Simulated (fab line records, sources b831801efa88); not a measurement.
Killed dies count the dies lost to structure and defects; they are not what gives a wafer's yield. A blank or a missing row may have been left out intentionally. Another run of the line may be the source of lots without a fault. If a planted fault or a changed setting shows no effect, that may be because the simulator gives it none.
A struck lot beside a sound one ; flow sky130 ; 16 out of 708 route steps
Sound: these wafers, L301.1, L301.3, L301.6. Wafers struck: L309.1, L309.4, L309.5. At the end, the cause is stated.
For every step that has rows: the tool of each side, followed by ch and its chambers, followed by its first start. Under that, the readings that differ: sound wafers ; struck wafers ; difference of the means ; sigmas: that difference in standard deviations of wafers without a fault.
alike: readings with means less than 2 such deviations apart, plus words and numbers identical on both sides. not compared: withheld readings, readings lacking a value on some wafer, bounds such as >300 that could conceal the same value, and numbers that have no deviation in the record and whose values overlap.
Wherever a step has rows on one side only, a row that says differs or no value, or a row with sigmas, the two part there. Numbers that don't overlap but have no deviation are shown without sigmas and don't part them. A reading that every wafer of one side lacks parts them only if that side has two wafers or more.

first, 1 step without rows for these wafers: SKY_METAL5_CLEAN_19 (cleans in O3/DIW).
SKY_PASSIVATION_CVD_00: deposits SiO2, target thk 90 nm.
  sound on pecvd-02 ch 1,2, day 47 06:49; struck on pecvd-03 ch 1,2, day 48 18:44
  alike: heater power w, rf fwd power W
SKY_PASSIVATION_THK_MEAS_01:
  struck on film metro-02, day 48 18:46; sound on film metro-01, day 47 06:50
  alike: PASSIVATION_CVD_00_THK
SKY_PASSIVATION_CVD_02: deposits Si3N4, target thk 540 nm.
  sound on pecvd-03 ch 0,2, day 47 06:53; struck on pecvd-01 ch 0,1,2, day 48 18:50
  alike: heater power w, rf fwd power W
SKY_PASSIVATION_THK_MEAS_03:
  struck on film metro-04, day 48 19:03; sound on film metro-01, day 47 07:13
  alike: PASSIVATION_CVD_02_THK
then, 7 steps without rows for these wafers: SKY_PASSIVATION_DEHYDRATE_04 (time 60 s); SKY_PASSIVATION_HMDS_05 (prime time 60 s); SKY_PASSIVATION_COAT_06 (resist thk 3000 nm); SKY_PASSIVATION_SOFTBAKE_07; SKY_PASSIVATION_EXPOSE_08 (exposes mask NSM, target cd 3000 nm); SKY_PASSIVATION_PEB_09; SKY_PASSIVATION_DEVELOP_10 (develop time 60 s).
SKY_PASSIVATION_ETCH_11: etches the open film in CF4/O2, stops on AlCu, target depth 725 nm, time 161.1 s.
  sound on rie diel-01 ch 0,1,2, day 48 03:13; struck on rie diel-01 ch 0,2,3, day 49 12:35
reading;sound;struck;difference;sigmas
model.coat_of_PASSIVATION_COAT_06.thk nm (nm);2469 2473 2451;2323 2317 2349;-135;
  alike: drypump motor current A, oes product au, rf fwd power W, throttle valve pct
  not compared: rf hours counter h
SKY_PASSIVATION_STRIP_12: strips in O2/N2.
  sound on plasma asher-02 ch 0, day 48 03:19; struck on plasma asher-03 ch 0,1, day 49 12:42
reading;sound;struck;difference;sigmas
strip time to endpoint s (s);30.95 31.02 30.73;29.28 29.21 29.59;-1.54;-10
  alike: drypump motor current A, oes product au
  not compared: rf hours counter h
then, 1 step without rows for these wafers: SKY_PAD_OPEN_DEHYDRATE_00 (time 60 s).
SKY_PAD_OPEN_PROBE_99:
  rows exist in the record for the sound wafers here (prober-02, day 49 00:11), none for the struck ones

WHERE THEY PART
Earliest at SKY_PASSIVATION_STRIP_12; latest, in this record, at SKY_PAD_OPEN_PROBE_99.

WHY: whatever the simulator had introduced
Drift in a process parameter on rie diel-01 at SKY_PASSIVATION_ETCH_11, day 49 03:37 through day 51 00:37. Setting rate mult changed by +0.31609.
